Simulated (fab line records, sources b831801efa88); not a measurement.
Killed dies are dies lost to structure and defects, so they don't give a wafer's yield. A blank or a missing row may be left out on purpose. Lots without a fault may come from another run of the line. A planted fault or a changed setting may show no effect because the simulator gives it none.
fab line records | flow sky130
record lots=6 wafers=18 last_day=50
route steps=708 shown LOCAL_INTERCONNECT@388 PAD_OPEN@708
lots that met no fault: from a run of the same line without faults
start_h: hours from the record's first day to the start of the lot's first wafer shown | wait_h: hours since the lot's step before | " the same as in the row above | L1.1+2: a row that stands for several wafers | - no value, or no start given | * or withheld: withheld | < > ~ a bound
route shown NAME@n: a module of which the file shows steps, and the number in the route of the first | usual: mean/standard deviation of fault-free wafers | same: alike in all rows | chamber/n: place in a boat | sites: the reading at each site | _std_site: their standard deviation | _edge_site: outer sites' mean less inner sites' | radius_mm: how far each site lies from the wafer's centre | mask NAME#n: copy n | behind: the tool/chamber that last shaped the wafer | hold: why the lot was held/for how many hours/how that ended | device: the transistor (n, p or np) that didn't switch | end of line: the same wafers' tests at the end of the route | a step without rows: its recipe alone | killed: dies lost to structure and defects at the first sort, not the wafer's yield | map: a wafer's dies, x killed, . not, _ none there
set.NAME: the setting as run; set.NAME@STEP: as run at that earlier step | model.NAME: the simulator's own value behind a step, which no gauge read
lots at some steps of the route; a table a step, a row a wafer
services: from which hour (start_h, from the record's first day; less than 0 if before it) a tool's chamber was out of use, for how many hours, and why
## steps
# step SKY_LOCAL_INTERCONNECT_RS_MEAS_01
# recipe thk_meas_gauge=four-point-probe reads=TiN_of_LOCAL_INTERCONNECT_SPUTTER_00
# usual LOCAL_INTERCONNECT_TIN_RS=14.18/0.17
# columns lot.wafer tool chamber start_h wait_h LOCAL_INTERCONNECT_TIN_RS[ohm/sq]
L981.1 film_metro-03 - 736.19 0.0 14.33
L981.2 " - " " 13.98
L981.6 " - " " 14.15
L987.2 film_metro-01 - 794.57 0.1 14.03
L987.4 " - " " 14.16
L987.6 " - " " 14.06
L988.3 film_metro-01 - 796.33 0.1 14.04
L988.4 " - " " 14.12
L988.5 " - " " 14.09
L989.2 film_metro-01 - 800.80 0.1 14.41
L989.4 " - " " 14.12
L989.6 " - " " 14.46
L991.2 film_metro-01 - 818.11 0.1 14.12
L991.3 " - " " 13.88
L991.4 " - " " 14.15
L997.2 film_metro-02 - 850.87 0.1 14.25
L997.3 " - " " 14.37
L997.6 " - " " 14.33
# step SKY_LOCAL_INTERCONNECT_THK_MEAS_02
# recipe thk_meas_gauge=xrf reads=TiN_of_LOCAL_INTERCONNECT_SPUTTER_00
# usual LOCAL_INTERCONNECT_TIN_THK=98.5/1.1
# columns lot.wafer tool chamber start_h wait_h LOCAL_INTERCONNECT_TIN_THK[nm]
L981.1 film_metro-03 - 736.31 0.1 97.8
L981.2 " - " " 99.5
L981.6 " - " " 98.6
L987.2 film_metro-01 - 794.68 0.1 99.8
L987.4 " - " " 98.6
L987.6 " - " " 99.3
L988.3 film_metro-01 - 796.43 0.1 99.7
L988.4 " - " " 98.4
L988.5 " - " " 98.8
L989.2 film_metro-01 - 800.91 0.1 96.8
L989.4 " - " " 98.8
L989.6 " - " " 96.8
L991.2 film_metro-01 - 818.22 0.1 98.5
L991.3 " - " " 101.0
L991.4 " - " " 98.9
L997.2 film_metro-02 - 850.98 0.1 98.2
L997.3 " - " " 97.5
L997.6 " - " " 97.6
# step SKY_LOCAL_INTERCONNECT_DEHYDRATE_03
# recipe temp_c=200 time_s=60
# step SKY_LOCAL_INTERCONNECT_HMDS_04
# recipe prime_time_s=60 prime_temp_c=120
# step SKY_LOCAL_INTERCONNECT_COAT_05
# recipe resist=BARC temp_c=withheld time_s=withheld spin_rpm=3000 resist_thk_nm=60
# step SKY_LOCAL_INTERCONNECT_COAT_06
# recipe resist=KrF-thick spin_rpm=3000 resist_thk_nm=450
# step SKY_LOCAL_INTERCONNECT_SOFTBAKE_07
# recipe temp_c=100 time_s=90 resist=KrF-thick
# step SKY_LOCAL_INTERCONNECT_EXPOSE_08
# recipe mask_id=LI1M na=0.8 source_shape=annular sigma_inner=0.55 sigma_outer=0.85 target_cd_nm=170 dose_mj=28
# step SKY_LOCAL_INTERCONNECT_PEB_09
# recipe peb_temp_c=withheld peb_time_s=withheld resist=KrF-thick
# step SKY_LOCAL_INTERCONNECT_DEVELOP_10
# recipe develop_time_s=60 resist=KrF-thick dev_temp_c=21
# step SKY_LOCAL_INTERCONNECT_CD_MEAS_11
# recipe target_cd_nm=170
# usual cd_nm=169.5/1.5
# columns lot.wafer tool chamber start_h wait_h cd_nm
L981.1 cd_sem-01 - 762.99 - 170.0
L981.2 " - " " 169.8
L981.6 " - " " 170.0
L987.2 cd_sem-02 - 820.87 - 169.6
L987.4 " - " " 168.1
L987.6 " - " " 168.5
L988.3 cd_sem-01 - 822.49 - 171.8
L988.4 " - " " 171.3
L988.5 " - " " 170.2
L989.2 cd_sem-01 - 826.72 - 170.8
L989.4 " - " " 171.6
L989.6 " - " " 170.8
L991.2 cd_sem-02 - 844.86 - 171.7
L991.3 " - " " 171.8
L991.4 " - " " 171.6
L997.2 cd_sem-02 - 876.17 - 170.7
L997.3 " - " " 169.6
L997.6 " - " " 169.8
# step SKY_LOCAL_INTERCONNECT_OVL_MEAS_12
# usual LOCAL_INTERCONNECT_OVL=7/6.3
# columns lot.wafer tool chamber start_h wait_h LOCAL_INTERCONNECT_OVL[nm]
L981.1 overlay-02 - 763.11 0.1 -3
L981.2 " - " " 2
L981.6 " - " " 6
L987.2 overlay-01 - 820.97 0.1 4
L987.4 " - " " -1
L987.6 " - " " 7
L988.3 overlay-01 - 822.58 0.1 3
L988.4 " - " " 10
L988.5 " - " " 6
L989.2 overlay-01 - 826.82 0.1 11
L989.4 " - " " 11
L989.6 " - " " 9
L991.2 overlay-01 - 844.97 0.1 2
L991.3 " - " " 7
L991.4 " - " " 12
L997.2 overlay-02 - 876.27 0.1 6
L997.3 " - " " 7
L997.6 " - " " 4
# step SKY_LOCAL_INTERCONNECT_ETCH_13
# recipe chemistry=N2/H2 target=BARC ion_energy_ev=200 bias_w=100 pressure_mtorr=30 n2_flow_sccm=100 h2_flow_sccm=200 icp_w=500 stop_on=SiO2 time_s=45.9 target_depth_a=600
# usual bias_w=100.04/0.28 chamber_pressure_mTorr=30.001/0.026 drypump_motor_current_A=5.85/0.24 oes_product_au=0.854/0.0049 throttle_valve_pct=13.224/0.0092 time_s=45.9/0
# columns lot.wafer tool chamber start_h wait_h bias_w chamber_pressure_mTorr drypump_motor_current_A oes_product_au rf_hours_counter_h throttle_valve_pct time_s model.KrF-thick_of_LOCAL_INTERCONNECT_COAT_06.thk_nm
L981.1 rie_metal-04 0 763.15 0.0 100.29 29.967 6.13 0.853 13 13.236 45.9 393.9
L981.2 " 1 " " 100.06 29.977 5.68 0.855 4 13.223 45.9 392.2
L981.6 " 0 " " 99.73 30.046 6.13 0.849 - 13.218 45.9 392.1
L987.2 rie_metal-02 1 821.00 0.0 - - - - - - - 435.9
L987.4 " 1 " " - - - - - - - 436
L987.6 " 0 " " - - - - - - - 435.5
L988.3 rie_metal-04 0 822.62 0.0 - - - - - - - 435.2
L988.4 " 1 " " - - - - - - - 432.6
L988.5 " 1 " " - - - - - - - 434.4
L989.2 rie_metal-04 1 826.85 0.0 100.05 30.007 5.68 0.849 6 13.223 45.9 391.2
L989.4 " 0 " " 100.27 29.970 6.11 0.856 - 13.222 45.9 389.8
L989.6 " 1 " " 100.28 30.061 5.68 0.848 - 13.219 45.9 392
L991.2 rie_metal-04 0 845.00 0.0 100.11 30.022 6.11 0.847 16 13.201 45.9 393
L991.3 " 0 " " 100.20 29.994 6.14 0.846 - 13.222 45.9 392.4
L991.4 " 1 " " 99.71 29.986 5.68 0.861 - 13.208 45.9 392
L997.2 rie_metal-04 1 876.32 0.0 100.45 29.990 5.67 0.850 - 13.224 45.9 392.2
L997.3 " 1 " " 100.27 29.971 5.67 0.852 - 13.222 45.9 390.9
L997.6 " 1 " " 100.14 30.035 5.67 0.855 - 13.239 45.9 391.9
# step SKY_LOCAL_INTERCONNECT_METAL_ETCH_14
# recipe target_depth_nm=110 stop_on=PSG chemistry=Cl2/BCl3 target=TiN resist_sidewall_deg=88 pressure_mtorr=10 icp_w=900 bias_w=48.5 Cl2_flow_sccm=60 bcl3_flow_sccm=30 time_s=31.4
# usual bcl3_flow_sccm=30.02/0.086 bias_w=48.49/0.13 drypump_motor_current_A=5.84/0.24 oes_product_au=0.941/0.0085 throttle_valve_pct=21.901/0.0097
# same time_s=31.4
# columns lot.wafer tool chamber start_h wait_h bcl3_flow_sccm bias_w drypump_motor_current_A oes_product_au rf_hours_counter_h throttle_valve_pct model.KrF-thick_of_LOCAL_INTERCONNECT_COAT_06.thk_nm
L981.1 rie_metal-04 0 763.21 0.0 30.00 48.29 6.11 0.932 13 21.894 351
L981.2 " 1 " " 29.96 48.28 5.68 0.948 4 21.893 349
L981.6 " 0 " " 30.04 48.51 6.11 0.937 - 21.888 349.6
L987.2 rie_metal-02 1 821.07 0.0 30.15 48.39 6.17 0.379 16 22.253 392.1
L987.4 " 1 " " 30.28 48.58 6.16 0.373 - 22.260 392.3
L987.6 " 0 " " 30.02 48.42 5.64 0.368 - 22.268 392
L988.3 rie_metal-04 0 822.68 0.0 30.18 48.50 6.11 0.374 - 22.273 391.3
L988.4 " 1 " " 30.08 48.56 5.67 0.377 - 22.285 388.6
L988.5 " 1 " " 30.00 48.57 5.65 0.374 - 22.263 390.5
L989.2 rie_metal-04 1 826.92 0.0 29.99 48.50 5.69 0.927 6 21.907 346.8
L989.4 " 0 " " 29.84 48.48 6.12 0.944 - 21.892 345.6
L989.6 " 1 " " 30.03 48.43 5.68 0.928 - 21.900 347.8
L991.2 rie_metal-04 0 845.06 0.0 29.96 48.41 6.11 0.944 16 21.899 348.4
L991.3 " 0 " " 29.99 48.58 6.13 0.953 - 21.879 347.9
L991.4 " 1 " " 30.13 48.41 5.67 0.949 - 21.894 348
L997.2 rie_metal-04 1 876.45 0.1 29.87 48.46 5.68 0.936 - 21.915 348.1
L997.3 " 1 " " 30.08 48.50 5.68 0.934 - 21.886 347
L997.6 " 1 " " 30.02 48.43 5.68 0.927 - 21.910 347.7
# step SKY_LOCAL_INTERCONNECT_STRIP_15
# recipe chemistry=O2/N2 power_w=1400 pressure_mtorr=1500 platen_temp_c=withheld o2_flow_sccm=3000 n2_flow_sccm=300 overash_fraction=0.5
# usual drypump_motor_current_A=6.20/0.24 oes_product_au=0.427/0.0048 strip_time_to_endpoint_s=4.722/0.019
# columns lot.wafer tool chamber start_h wait_h drypump_motor_current_A oes_product_au rf_hours_counter_h strip_time_to_endpoint_s
L981.1 plasma_asher-04 0 763.26 0.0 6.38 0.436 64 4.764
L981.2 " 1 " " 6.25 0.436 64 4.710
L981.6 " 1 " " 6.24 0.419 - 4.725
L987.2 plasma_asher-02 0 821.12 0.0 5.76 0.436 8 5.175
L987.4 " 0 " " 5.76 0.439 - 5.169
L987.6 " 0 " " 5.75 0.439 - 5.156
L988.3 plasma_asher-03 0 822.75 0.1 5.96 0.444 - 5.162
L988.4 " 1 " " 6.17 0.448 - 5.140
L988.5 " 1 " " 6.18 0.444 - 5.141
L989.2 plasma_asher-04 1 826.97 0.0 6.27 0.434 71 4.689
L989.4 " 0 " " 6.39 0.427 - 4.705
L989.6 " 0 " " 6.38 0.424 - 4.709
L991.2 plasma_asher-04 1 845.11 0.0 6.26 0.429 74 4.719
L991.3 " 1 " " 6.26 0.426 - 4.718
L991.4 " 0 " " 6.34 0.430 - 4.712
L997.2 plasma_asher-03 0 876.53 0.1 5.93 0.432 44 4.721
L997.3 " 1 " " 6.14 0.426 - 4.702
L997.6 " 0 " " 5.95 0.431 - 4.710
# step SKY_LOCAL_INTERCONNECT_STRIP_16
# recipe chemistry=post_etch_residue_remover time_s=1200 temp_c=72.5
# step SKY_PAD_OPEN_PROBE_99
# usual killed_at_M0_to_M3=44/6.8 killed_at_M4_up=3.2/1.7 killed_at_contacts=24/4.9 killed_at_front_end=14/4.1 killed_at_other=0.2/0.51 killed_dies=85/8.7 killed_on_rim=16/4 killed_open=46/6.8 killed_short=39/6.1
# same gross_dies=492 killed_at_back_side=0
# columns lot.wafer tool chamber start_h wait_h killed_at_M0_to_M3 killed_at_M4_up killed_at_contacts killed_at_front_end killed_at_other killed_dies killed_on_rim killed_open killed_short
L981.1 prober-01 - 1115.52 0.1 48 4 18 13 0 83 15 45 38
L981.2 prober-01 - 1115.57 0.1 49 3 25 17 2 96 22 60 36
L981.6 prober-01 - 1115.77 0.2 50 4 14 20 1 89 13 45 44
L987.2 prober-01 - 1160.20 0.1 48 3 426 15 0 492 96 55 39
L987.4 prober-01 - 1160.30 0.2 32 3 440 16 1 492 96 41 37
L987.6 prober-01 - 1160.40 0.2 39 4 441 8 0 492 96 35 36
L988.3 prober-02 - 1168.32 0.2 34 2 440 16 0 492 96 36 42
L988.4 prober-02 - 1168.37 0.2 38 4 438 11 1 492 96 40 39
L988.5 prober-02 - 1168.42 0.2 48 1 425 18 0 492 96 55 36
L989.2 prober-01 - 1169.77 0.1 46 1 24 18 0 89 18 45 44
L989.4 prober-01 - 1169.87 0.2 35 1 28 17 0 81 16 50 31
L989.6 prober-01 - 1169.97 0.2 38 2 31 19 0 90 19 42 48
L991.2 prober-01 - 1173.32 0.1 49 5 22 13 1 90 13 49 41
L991.3 prober-01 - 1173.37 0.2 40 6 17 15 0 78 17 35 43
L991.4 prober-01 - 1173.42 0.2 48 5 21 10 0 84 18 43 41
L997.2 prober-01 - 1196.51 0.1 40 3 27 13 0 83 21 46 37
L997.3 prober-01 - 1196.56 0.2 53 4 20 15 1 93 16 47 46
L997.6 prober-01 - 1196.71 0.2 34 3 25 16 0 78 8 48 30
# killed by level:class
L981.1 VIA1:geometric_particle:open=13 CONTACT:geometric_particle:open=12 VIA1:geometric_particle:short=10 VIA3:geometric_particle:open=7 SPACER:geometric_particle:short=4 VIA2:geometric_particle:open=4 FIELD_ISO:geometric_particle:short=3 POLY_GATE:geometric_particle:short=3
L981.2 VIA1:geometric_particle:open=14 CONTACT:geometric_particle:open=10 FIELD_ISO:geometric_particle:open=8 VIA2:geometric_particle:open=8 VIA1:geometric_particle:short=8 SPACER:geometric_particle:open=5 CONTACT:geometric_particle:short=5 VIA3:geometric_particle:open=5
L981.6 VIA1:geometric_particle:open=16 POLY_GATE:geometric_particle:short=8 VIA2:geometric_particle:open=7 VIA3:geometric_particle:open=6 VIA1:geometric_particle:short=6 FIELD_ISO:geometric_particle:open=5 LI_CONTACT:geometric_particle:open=5 METAL2:geometric_particle:short=5
L987.2 LOCAL_INTERCONNECT:area_etch=398 VIA2:geometric_particle:open=11 CONTACT:geometric_particle:short=10 VIA1:geometric_particle:open=10 CONTACT:geometric_particle:open=9 POLY_GATE:geometric_particle:open=7 VIA3:geometric_particle:open=7 LI_CONTACT:geometric_particle:open=6
L987.4 LOCAL_INTERCONNECT:area_etch=414 CONTACT:geometric_particle:open=13 LI_CONTACT:geometric_particle:open=8 VIA1:geometric_particle:open=7 METAL1:geometric_particle:short=7 POLY_GATE:geometric_particle:short=6 VIA3:geometric_particle:open=6 VIA1:geometric_particle:short=5
L987.6 LOCAL_INTERCONNECT:area_etch=421 CONTACT:geometric_particle:short=7 METAL2:geometric_particle:short=7 VIA2:geometric_particle:open=6 CONTACT:geometric_particle:open=5 VIA1:geometric_particle:open=5 LI_CONTACT:geometric_particle:open=4 VIA2:geometric_particle:short=4
L988.3 LOCAL_INTERCONNECT:area_etch=414 LI_CONTACT:geometric_particle:open=7 LOCAL_INTERCONNECT:geometric_particle:short=7 VIA3:geometric_particle:open=6 CONTACT:geometric_particle:open=6 FIELD_ISO:geometric_particle:open=5 FIELD_ISO:geometric_particle:short=5 VIA2:geometric_particle:open=5
L988.4 LOCAL_INTERCONNECT:area_etch=413 VIA3:geometric_particle:open=7 LI_CONTACT:geometric_particle:open=6 LI_CONTACT:geometric_particle:short=6 VIA2:geometric_particle:open=6 VIA1:geometric_particle:open=6 CONTACT:geometric_particle:short=5 METAL2:geometric_particle:short=5
L988.5 LOCAL_INTERCONNECT:area_etch=401 VIA1:geometric_particle:open=11 CONTACT:geometric_particle:open=9 METAL1:geometric_particle:short=9 FIELD_ISO:geometric_particle:open=8 METAL2:geometric_particle:short=7 METAL1:geometric_particle:open=6 FIELD_ISO:geometric_particle:short=4
L989.2 VIA1:geometric_particle:open=8 CONTACT:geometric_particle:open=7 FIELD_ISO:geometric_particle:short=6 POLY_GATE:geometric_particle:open=6 VIA2:geometric_particle:open=6 VIA3:geometric_particle:open=6 VIA3:geometric_particle:short=5 LI_CONTACT:geometric_particle:open=5
L989.4 CONTACT:geometric_particle:open=12 VIA1:geometric_particle:open=10 CONTACT:geometric_particle:short=6 VIA3:geometric_particle:open=6 POLY_GATE:geometric_particle:short=5 LI_CONTACT:geometric_particle:open=5 FIELD_ISO:geometric_particle:open=4 POLY_GATE:geometric_particle:open=4
L989.6 VIA1:geometric_particle:open=10 CONTACT:geometric_particle:short=9 LI_CONTACT:geometric_particle:open=7 VIA3:geometric_particle:open=7 FIELD_ISO:geometric_particle:open=5 FIELD_ISO:geometric_particle:short=5 LI_CONTACT:geometric_particle:short=5 CONTACT:geometric_particle:open=5
L991.2 VIA1:geometric_particle:open=10 CONTACT:geometric_particle:open=9 VIA3:geometric_particle:open=9 VIA3:geometric_particle:short=7 METAL1:geometric_particle:short=7 VIA1:geometric_particle:short=6 FIELD_ISO:geometric_particle:open=5 CONTACT:geometric_particle:short=5
L991.3 CONTACT:geometric_particle:open=8 VIA1:geometric_particle:open=8 FIELD_ISO:geometric_particle:short=7 METAL4:geometric_particle:short=5 VIA2:geometric_particle:open=5 VIA3:geometric_particle:short=4 LOCAL_INTERCONNECT:geometric_particle:short=4 VIA3:geometric_particle:open=4
L991.4 VIA1:geometric_particle:open=9 CONTACT:geometric_particle:open=9 METAL1:geometric_particle:short=7 VIA3:geometric_particle:open=6 VIA2:geometric_particle:open=6 FIELD_ISO:geometric_particle:short=5 LI_CONTACT:geometric_particle:open=4 VIA1:geometric_particle:short=4
L997.2 VIA1:geometric_particle:open=11 METAL1:geometric_particle:short=8 LI_CONTACT:geometric_particle:open=8 CONTACT:geometric_particle:open=8 LI_CONTACT:geometric_particle:short=5 LOCAL_INTERCONNECT:geometric_particle:short=5 VIA2:geometric_particle:open=4 FIELD_ISO:geometric_particle:short=3
L997.3 VIA1:geometric_particle:open=13 METAL2:geometric_particle:short=12 CONTACT:geometric_particle:open=11 METAL1:geometric_particle:short=6 FIELD_ISO:geometric_particle:open=4 POLY_GATE:geometric_particle:open=4 LI_CONTACT:geometric_particle:open=4 VIA1:geometric_particle:short=4
L997.6 VIA1:geometric_particle:open=14 CONTACT:geometric_particle:open=11 LI_CONTACT:geometric_particle:open=8 POLY_GATE:geometric_particle:open=5 POLY_GATE:geometric_particle:short=4 CONTACT:geometric_particle:short=4 FIELD_ISO:geometric_particle:short=3 METAL2:geometric_particle:short=3
# map L987.2 (x killed, . not)
__________xxxxxxxxxx_________
________xxxxxxxxxxxxxx_______
______xxxxxxxxxxxxxxxxxx_____
_____xxxxxxxxxxxxxxxxxxxx____
____xxxxxxxxxxxxxxxxxxxxxx___
___xxxxxxxxxxxxxxxxxxxxxxxx__
__xxxxxxxxxxxxxxxxxxxxxxxxxx_
_xxxxxxxxxxxxxxxxxxxxxxxxxxxx
_xxxxxxxxxxxxxxxxxxxxxxxxxxxx
_xxxxxxxxxxxxxxxxxxxxxxxxxxxx
_xxxxxxxxxxxxxxxxxxxxxxxxxxxx
_xxxxxxxxxxxxxxxxxxxxxxxxxxxx
_xxxxxxxxxxxxxxxxxxxxxxxxxxxx
_xxxxxxxxxxxxxxxxxxxxxxxxxxxx
_xxxxxxxxxxxxxxxxxxxxxxxxxxxx
__xxxxxxxxxxxxxxxxxxxxxxxxxx_
___xxxxxxxxxxxxxxxxxxxxxxxx__
____xxxxxxxxxxxxxxxxxxxxxx___
_____xxxxxxxxxxxxxxxxxxxx____
______xxxxxxxxxxxxxxxxxx_____
________xxxxxxxxxxxxxx_______
__________xxxxxxxxxx_________
# map L988.3 (x killed, . not)
__________xxxxxxxxxx_________
________xxxxxxxxxxxxxx_______
______xxxxxxxxxxxxxxxxxx_____
_____xxxxxxxxxxxxxxxxxxxx____
____xxxxxxxxxxxxxxxxxxxxxx___
___xxxxxxxxxxxxxxxxxxxxxxxx__
__xxxxxxxxxxxxxxxxxxxxxxxxxx_
_xxxxxxxxxxxxxxxxxxxxxxxxxxxx
_xxxxxxxxxxxxxxxxxxxxxxxxxxxx
_xxxxxxxxxxxxxxxxxxxxxxxxxxxx
_xxxxxxxxxxxxxxxxxxxxxxxxxxxx
_xxxxxxxxxxxxxxxxxxxxxxxxxxxx
_xxxxxxxxxxxxxxxxxxxxxxxxxxxx
_xxxxxxxxxxxxxxxxxxxxxxxxxxxx
_xxxxxxxxxxxxxxxxxxxxxxxxxxxx
__xxxxxxxxxxxxxxxxxxxxxxxxxx_
___xxxxxxxxxxxxxxxxxxxxxxxx__
____xxxxxxxxxxxxxxxxxxxxxx___
_____xxxxxxxxxxxxxxxxxxxx____
______xxxxxxxxxxxxxxxxxx_____
________xxxxxxxxxxxxxx_______
__________xxxxxxxxxx_________
## services
# columns tool chamber start_h hours kind
plasma_asher-02 0 742.75 - clean
plasma_asher-02 1 742.75 - clean
plasma_asher-03 - 757.29 3.5 repair
rie_metal-04 - 757.61 1.4 pm
plasma_asher-03 - 794.37 15.5 repair
plasma_asher-03 - 804.96 1.6 repair
rie_metal-02 - 806.47 1.4 pm
rie_metal-04 1 808.43 12.1 repair
plasma_asher-02 - 821.65 11.7 repair
rie_metal-02 1 828.55 - clean
rie_metal-02 1 828.55 13.8 scheduled_down
rie_metal-02 1 828.55 13.8 vent_cycle
plasma_asher-02 - 833.31 14.6 pm
rie_metal-04 0 873.26 - clean
rie_metal-04 0 873.26 22.9 scheduled_down
rie_metal-04 0 873.26 22.9 vent_cycle
## key
first_sign step=SKY_LOCAL_INTERCONNECT_ETCH_13 reading=tool_record direction=missing
effect step=SKY_LOCAL_INTERCONNECT_METAL_ETCH_14 reading=oes_product_au direction=down sigmas=67 usual=0.941 struck=0.374
effect step=SKY_LOCAL_INTERCONNECT_STRIP_15 reading=strip_time_to_endpoint_s direction=up sigmas=23 usual=* struck=*
effect step=SKY_PAD_OPEN_PROBE_99 reading=killed_at_contacts direction=up sigmas=84 usual=24 struck=435
model_effect step=SKY_LOCAL_INTERCONNECT_ETCH_13 value=KrF-thick_of_LOCAL_INTERCONNECT_COAT_06.thk_nm without=391.8 struck=434.9
model_effect step=SKY_LOCAL_INTERCONNECT_METAL_ETCH_14 value=KrF-thick_of_LOCAL_INTERCONNECT_COAT_06.thk_nm without=348 struck=391.1
more_kills_born_at SKY_LOCAL_INTERCONNECT_ETCH_13@rie_metal-02=1233 SKY_LOCAL_INTERCONNECT_ETCH_13@rie_metal-04=1228
met_at SKY_LOCAL_INTERCONNECT_ETCH_13
struck_wafers L987.2,L987.4,L987.6,L988.3,L988.4,L988.5
later_rows_left_out L987.2,L987.4,L987.6,L988.3,L988.4,L988.5
tester_left_out L987,L988
onset_between 763.15 821.00
fault kind=skipped_step_whole tool=rie_metal-02,rie_metal-04 chamber=- onset_h=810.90 steps=SKY_LOCAL_INTERCONNECT_ETCH_13 scope=struck_lots_only
# tester_left_out: of these lots the tester's yield and bins aren't shown, on N5 and GAA mostly nor the transistor test; their killed dies are dies lost to structure and defects alone, not to doping, threshold or leakage, so they don't give the yield
# later_rows_left_out: the simulator's readings of these wafers behind a module that went badly wrong aren't trusted and aren't shown, but for the sort
